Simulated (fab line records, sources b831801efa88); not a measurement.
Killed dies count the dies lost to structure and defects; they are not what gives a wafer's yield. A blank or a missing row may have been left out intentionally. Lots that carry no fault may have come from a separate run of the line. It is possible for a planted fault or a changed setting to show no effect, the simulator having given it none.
8D (eight disciplines) problem report, filled in by code / flow gf180mcu / the parts of the form that need people (team, actions taken, sign-off) are left out

1. WHAT WENT WRONG
Wafers without a fault read 85.70 W, standard deviation 0.079; heater power total W at GF_POLY_GATE_PEB_08 reads a mean of 86.35 W on 6 wafers belonging to 2 lots. That is +8.3 standard deviations from the usual mean.
The step: peb time 90 s.
The first sign was on wafer L613.2 at day 13 01:04, on litho track-04. The record has a number at this step for 42 wafers belonging to 14 lots. The rule behind "out" and "out of limits": a value lying over 4 standard deviations away from the usual mean. All remaining wafers that have a number are taken as sound.

2. WHAT IT IS; WHAT IT IS NOT
question=which readings at this step | is=heater power total W | is not=-
question=which lots | is=L613, L619 | is not=L601, L603, L606, L607, L608, L609, L610, L616, L620, L622, L623, L624
question=which wafers of those lots | is=all that have a number | is not=-
question=read on which tools | is=litho track-04 | is not=litho track-01, litho track-03
question=when | is=from day 13 01:04 | is not=up to then (21 sound wafers); but 15 sound wafers of L616, L620, L622, L623, L624 came after

3. THE SUSPECTS, EACH WITH WHAT RULES IT OUT
Counting: a tool at any process step up to the reading remains a suspect when it ran all the lots that are out and ran no sound lot after the first of those.
- litho track-04 at GF_POLY_GATE_PEB_08 (peb time 90 s): kept. Every lot that is out went through it, starting with L613 (day 13 01:04), and after that it ran no sound lot; the last sound lot it ran before then is L609 (day 11 15:47). Its own readings are out on those wafers: heater power total W.
Left after counting: litho track-04 at GF_POLY_GATE_PEB_08.

4. THE CAUSE (what the simulator had put in)
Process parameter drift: litho track-04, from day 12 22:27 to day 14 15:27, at GF_POLY_GATE_PEB_08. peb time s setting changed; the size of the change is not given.
Counting left only this tool.

5. THE EFFECT CHAIN, in route order
Rows list readings where the struck wafers' mean (over those with a number) sits beyond 3 standard deviations from the usual. Only readings for which the record gives a usual standard deviation are gone through. hours: the time from each lot's start at the first step in this table that gives one to its start at this step, as a median over the lots. sigmas: the change in usual standard deviations.
hours=0; step=GF_POLY_GATE_PEB_08; reading=heater power total W; usual=85.70 W; on struck wafers=86.35; change=+0.65; sigmas=+8.3
It contains these process steps:
- GF_POLY_GATE_PEB_08: peb time 90 s.

6. HOW IT WOULD HAVE BEEN CAUGHT EARLIER
3 hours passed between the start of the fault at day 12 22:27 and the first reading out of limits in this record, taken at day 13 01:04.
